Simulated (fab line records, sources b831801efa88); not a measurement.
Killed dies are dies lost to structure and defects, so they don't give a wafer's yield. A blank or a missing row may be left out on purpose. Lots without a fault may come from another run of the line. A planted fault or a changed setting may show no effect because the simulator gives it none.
Problem report in the 8D (eight disciplines) form, filled by code | flow sky130 | the parts of the form that need people (team, actions taken, sign-off) are left out

1. THE PROBLEM
beam_energy_keV at SKY_LDD_LDN_IMPLANT_10 reads a mean of 16.235 on 6 wafers of 2 lots; wafers without a fault read 14.999 with a standard deviation of 0.0043. That is +99 or more standard deviations from the usual mean.
First seen on wafer L209.3, day 24 03:19, on implanter-04. The record holds 39 wafers of 13 lots with a number at this step. Rule for "out", or "out of limits": more than 4 standard deviations from the usual mean. The other wafers with a number count as sound.

2. WHAT IT IS AND WHAT IT IS NOT
question                    | is                     | is not
which readings at this step | beam_energy_keV        | beam_on_s
which lots                  | L209, L211             | L207, L208, L217, L219, L220, L222, L223, L224, L225, L226, L228
which wafers of those lots  | all that have a number | -
read on which tools         | implanter-04           | implanter-01, implanter-03
when                        | from day 24 03:19      | up to then (6 sound wafers); but 27 sound wafers of L217, L219, L220, L222, L223, L224, L225, L226, L228 came after

3. SUSPECTS, AND WHAT RULES EACH OUT
Counting: a tool at a process step up to the reading stays a suspect if it ran every lot that is out and no sound lot after the first of them.
- implanter-04 at SKY_LDD_LDN_IMPLANT_10: ruled out as a lasting fault. Sound lots L217, L222, L223, L228 ran on it after its first lot that is out, L209 (day 24 03:19).
Left after counting: nothing in the record.

4. THE CAUSE (what the simulator had put in)
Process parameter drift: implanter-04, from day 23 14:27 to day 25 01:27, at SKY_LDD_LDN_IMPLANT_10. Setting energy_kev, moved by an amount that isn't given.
Counting ruled it out, wrongly.

5. THE CHAIN OF EFFECTS, in route order
Each row: a reading whose mean over the struck wafers that have a number lies more than 3 standard deviations from the usual. Only readings for which the record gives a usual standard deviation are gone through. hours: the time from each lot's start at the first step in this table that gives one to its start at this step, as a median over the lots. sigmas: the change in usual standard deviations.
hours | step                   | reading         | usual  | on struck wafers | change | sigmas
0     | SKY_LDD_LDN_IMPLANT_10 | beam_energy_keV | 14.999 | 16.235           | +1.236 | +99 or more
The process steps in it:
- SKY_LDD_LDN_IMPLANT_10
Later measuring or inspecting steps at which every struck wafer that the step has a row for has a number for every such reading, and none has moved that far: SKY_LI_CONTACT_OVL_MEAS_13.

6. WHAT WOULD HAVE CAUGHT IT SOONER
In this record the first reading out of limits was taken at day 24 03:19, 13 hours after the fault began at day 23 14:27.
